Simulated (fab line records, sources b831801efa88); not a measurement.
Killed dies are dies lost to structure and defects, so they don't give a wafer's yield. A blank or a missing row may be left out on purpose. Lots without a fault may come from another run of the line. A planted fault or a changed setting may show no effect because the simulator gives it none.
Chamber matching | flow sky130 | SKY_VIA4_CMP_21 on cmp-01: 4 sister chambers
The step polishes, stops on SiO2, t overpolish 25 s, target thk 0 nm. 4 wafers are shown with their chamber, then 12 later ones without.

WAFERS WITH THEIR CHAMBER
wafer  | chamber | motor_current_A (A)
L089.5 | 3       | 10.4
L090.3 | 0       | 13.7
L090.4 | 2       | 10.3
L090.5 | 1       | 10.9

WAFERS WITHOUT THEIR CHAMBER
wafer  | motor_current_A (A)
L091.1 | 13.9
L091.3 | 10.6
L091.6 | 11.3
L094.2 | 13.4
L094.3 | 10.4
L094.4 | 10.9
L095.1 | 10.0
L095.4 | 13.5
L095.5 | 10.3
L096.1 | 10.8
L096.4 | 10.3
L096.6 | 11.2

WHICH CHAMBER EACH WENT THROUGH
wafer  | from the rows above          | in truth
L091.1 | 0                            | 0
L091.3 | can't be placed: 3 or 2 or 1 | 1
L091.6 | 1                            | 1
L094.2 | 0                            | 0
L094.3 | can't be placed: 3 or 2      | 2
L094.4 | 1                            | 1
L095.1 | can't be placed: 2 or 3      | 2
L095.4 | 0                            | 0
L095.5 | can't be placed: 2 or 3      | 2
L096.1 | can't be placed: 1 or 3 or 2 | 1
L096.4 | can't be placed: 2 or 3      | 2
L096.6 | 1                            | 1
Placed correctly: 6 of 12. Can't be placed from these rows: 6 (the true chamber is among the candidates in 6). Placed wrongly: 0.
How it was worked out, from the rows above alone: a wafer's distance from a chamber is the root of the sum, over the readings, of the square of ((its reading less the chamber's mean) divided by the reading's scatter). The wafer belongs to the nearest chamber; if the next one is less than 2 further off, it can't be placed. A chamber's mean is the mean of its shown wafers. The scatter: with one shown wafer a chamber, the root of the mean of the squares of how far each hidden wafer lies from its nearest shown one.
